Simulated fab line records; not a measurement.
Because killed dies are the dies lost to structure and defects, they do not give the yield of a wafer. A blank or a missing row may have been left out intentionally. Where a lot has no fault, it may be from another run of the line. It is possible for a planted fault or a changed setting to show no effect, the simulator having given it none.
Which tool is to blame? ; flow gf180mcu ; Sampling: 12 lots, 35 wafers, 7 of 602 route steps

## WHAT THE GAUGES READ, wafer by wafer
GF_NWELL_OVL_MEAS_07.
lot;measured;on;NWELL_OVL (nm)
L827;day 3 13:28;overlay-01;-1.2 -2.0 -2.4
L828;day 3 18:26;overlay-02;-0.2 -1.3 0.9
L836;day 5 15:19;overlay-01;- - -
L837;day 5 19:55;overlay-01;- - -
L838;day 6 02:32;overlay-02;- - -
L840;day 6 12:01;overlay-02;-2.1 -0.3 -1.5
L841;day 6 17:28;overlay-01;-2.5 -1.6 -2.0
L844;day 7 10:46;overlay-02;-1.6 0.1 -2.0
L845;day 7 16:02;overlay-01;-1.9 -0.2 -0.2
L847;day 8 02:04;overlay-01;-1.5 -1.2 -0.1
L848;day 8 05:54;overlay-01;-2.1 -1.6
L849;day 8 12:13;overlay-01;-0.6 -2.0 0.0

GF_LVPWELL_TW_MEAS_11.
lot;measured;on;LVPWELL_TW
L827;day 4 03:31;film metro-03;549 549 549
L828;day 4 08:25;film metro-02;564 563 567
L836;day 6 07:22;film metro-03;1568 1558 1565
L837;day 6 10:40;film metro-03;1572 1569 1577
L838;day 6 18:14;film metro-03;1574 1573 1562
L840;day 7 03:40;film metro-02;559 560 564
L841;day 7 10:26;film metro-03;558 560 557
L844;day 8 03:49;film metro-01;556 557 555
L845;day 8 08:06;film metro-03;550 552 553
L847;day 8 19:05;film metro-02;566 570 566
L848;day 8 23:56;film metro-01;558 557
L849;day 9 05:59;film metro-03;555 553 554

GF_MVSD_TW_MEAS_11.
lot;measured;on;MVSD_TW
L827;day 4 17:13;film metro-01;1542 1555 1562
L828;day 4 22:07;film metro-03;1544 1554 1560
L836;day 6 23:04;film metro-02;1986 1988 1994
L837;day 7 02:36;film metro-03;1965 1947 1967
L838;day 7 10:51;film metro-03;1959 1955 1966
L840;day 7 20:15;film metro-01;1583 1570 1574
L841;day 8 02:20;film metro-02;1602 1607 1613
L844;day 8 20:37;film metro-03;1556 1561 1569
L845;day 9 01:24;film metro-01;1573 1575 1583
L847;day 9 12:04;film metro-01;1575 1570 1569
L848;day 9 17:14;film metro-03;1560 1562
L849;day 9 23:37;film metro-03;1567 1557 1562

GF_CONTACT_BOW_MEAS_05.
lot;measured;on;CONTACT_BOW (um)
L827;day 15 14:36;film metro-03;53 52 56
L828;day 16 01:37;film metro-02;64 69 57
L836;day 18 22:04;film metro-03;54 62 54
L837;day 19 09:55;film metro-02;64 71 67
L838;day 19 15:43;film metro-03;84 78 71
L840;day 20 06:55;film metro-02;46 66 77
L841;day 20 10:46;film metro-01;65 58 69
L844;day 21 15:12;film metro-03;62 70 62
L845;day 21 22:20;film metro-03;63 76 66
L847;day 22 10:48;film metro-03;66 66 63
L848;day 22 22:44;film metro-01;68 64
L849;day 23 05:30;film metro-03;66 76 58

## WHAT TOOL EACH LOT RAN ON (gives the tool, then ch and the chambers of the sampled wafers, and finally the start)
lot;GF_NWELL_COAT_02;GF_VT_IMPLANT_STRIP_20;GF_HV_LDD_RTA_52
L827;litho track-04 ch 0, day 3 07:14;plasma asher-04 ch 0,1, day 6 12:30;rtp anneal-01 ch 0, day 12 18:12
L828;litho track-03 ch 0, day 3 12:08;plasma asher-04 ch 0,1, day 6 19:02;rtp anneal-01 ch 0, day 13 03:52
L836;litho track-03, day 5 08:00;plasma asher-04 ch 0,1, day 8 21:54;rtp anneal-01 ch 0, day 15 20:36
L837;litho track-03, day 5 11:50;plasma asher-04 ch 0,1, day 9 04:43;rtp anneal-02 ch 0, day 16 04:47
L838;litho track-04, day 5 18:52;plasma asher-02 ch 0,1, day 9 11:52;rtp anneal-01 ch 0, day 16 11:55
L840;litho track-04 ch 0, day 6 03:55;plasma asher-02 ch 0,1, day 9 22:42;rtp anneal-01 ch 0, day 17 02:10
L841;litho track-03 ch 0, day 6 08:56;plasma asher-03 ch 0,1, day 10 04:39;rtp anneal-01 ch 0, day 17 06:55
L844;litho track-03 ch 0, day 7 02:33;plasma asher-02 ch 0,1, day 11 02:54;rtp anneal-02 ch 0, day 18 10:35
L845;litho track-03 ch 0, day 7 08:02;plasma asher-04 ch 0,1, day 11 06:39;rtp anneal-01 ch 0, day 18 17:55
L847;litho track-04 ch 0, day 7 17:40;plasma asher-02 ch 0,1, day 11 17:54;rtp anneal-01 ch 0, day 19 06:40
L848;litho track-04 ch 0, day 7 22:11;plasma asher-02 ch 0,1, day 12 00:21;rtp anneal-01 ch 0, day 19 19:01
L849;litho track-03 ch 0, day 8 03:41;plasma asher-04 ch 0,1, day 12 08:03;rtp anneal-02 ch 0, day 20 00:58
- GF_NWELL_COAT_02: resist thk 3000 nm.
- GF_VT_IMPLANT_STRIP_20: strips in O2/N2.
- GF_HV_LDD_RTA_52: time 10 s.

## WHAT THE TOOLS THEMSELVES READ (means of the sampled wafers that have a number; where no wafer has one, the mark that the record gives instead)
GF_NWELL_COAT_02.
lot;tool;chill plate temp C (C);dispense pressure kPa (kPa)
L827;litho track-04;23.05;51.6
L828;litho track-03;23.02;50.8
L836;litho track-03;-;-
L837;litho track-03;-;-
L838;litho track-04;-;-
L840;litho track-04;23.03;51.7
L841;litho track-03;22.96;50.8
L844;litho track-03;23.12;50.8
L845;litho track-03;22.84;50.8
L847;litho track-04;22.96;51.7
L848;litho track-04;23.16;51.7
L849;litho track-03;22.90;50.8

GF_VT_IMPLANT_STRIP_20.
lot;tool;chamber pressure mTorr (mTorr);drypump motor current A (A);heater power w (W);oes product au (a.u.);platen temp c (C);strip time to endpoint s (s)
L827;plasma asher-04;1500;5.4;293;0.715;250.03;12.65
L828;plasma asher-04;1500;5.4;297;0.712;249.93;12.69
L836;plasma asher-04;1500;5.4;316;0.715;249.87;12.63
L837;plasma asher-04;1500;5.4;295;0.713;249.89;12.68
L838;plasma asher-02;1501;6.1;355;0.721;249.97;12.65
L840;plasma asher-02;1500;6.1;351;0.711;249.74;12.70
L841;plasma asher-03;1499;5.6;316;0.720;250.11;12.65
L844;plasma asher-02;1500;6.1;359;0.718;250.12;12.68
L845;plasma asher-04;1499;5.4;314;0.717;249.95;12.62
L847;plasma asher-02;1500;6.1;355;0.718;249.78;12.68
L848;plasma asher-02;1501;6.0;352;0.715;249.94;12.67
L849;plasma asher-04;1501;5.4;298;0.717;249.92;12.69

GF_HV_LDD_RTA_52.
lot;tool;lamp power pct (%);wafer_temp_C_max
L827;rtp anneal-01;32.9;1003.3
L828;rtp anneal-01;33.0;1002.3
L836;rtp anneal-01;33.0;1003.2
L837;rtp anneal-02;29.9;1004.2
L838;rtp anneal-01;32.9;1002.4
L840;rtp anneal-01;33.0;1002.7
L841;rtp anneal-01;33.0;1002.8
L844;rtp anneal-02;29.8;1004.1
L845;rtp anneal-01;33.0;1002.5
L847;rtp anneal-01;33.0;1003.0
L848;rtp anneal-01;33.0;1002.5
L849;rtp anneal-02;29.9;1004.6

## THE ANSWER, worked out from the rows above alone
Rule: what is usual is taken from the lots themselves. The widest of any qualifying gaps counts: lots, ordered by their means at a reading, are off when they make up no more than a third of the lots, leave a main group of 4 or more, and stand apart from it by 3 or more times the standard deviation of that group's means. A main group whose means are all the same, to the digits that the tables above print for the reading, isn't used. Also off: a lot with no number at a reading for which 4 or more lots have one. All remaining lots with rows at the step are treated as sound. After the gauges, taken in route order, come the tools' own readings; for these a lot's mean is taken, as printed above. The first step at which some lot is off is used, and at that step the reading that is off furthest; a lot without a number counts as furthest.
Off: L836, L837, L838, seen at GF_NWELL_OVL_MEAS_07 (NWELL_OVL). Without a number there: L836, L837, L838. The main group has a mean of -1.2 nm with a standard deviation of 0.57.
If a tool, at a process step before that reading, ran all the lots that are off and no sound lot after the first of them, it fits. Not tried: the gauges at GF_NWELL_OVL_MEAS_07; whatever is off there is also off at GF_LVPWELL_TW_MEAS_11, on other tools, and gauge error can't account for it. Not one of the candidates tried fits.

## WHAT WAS PUT IN BY THE SIMULATOR
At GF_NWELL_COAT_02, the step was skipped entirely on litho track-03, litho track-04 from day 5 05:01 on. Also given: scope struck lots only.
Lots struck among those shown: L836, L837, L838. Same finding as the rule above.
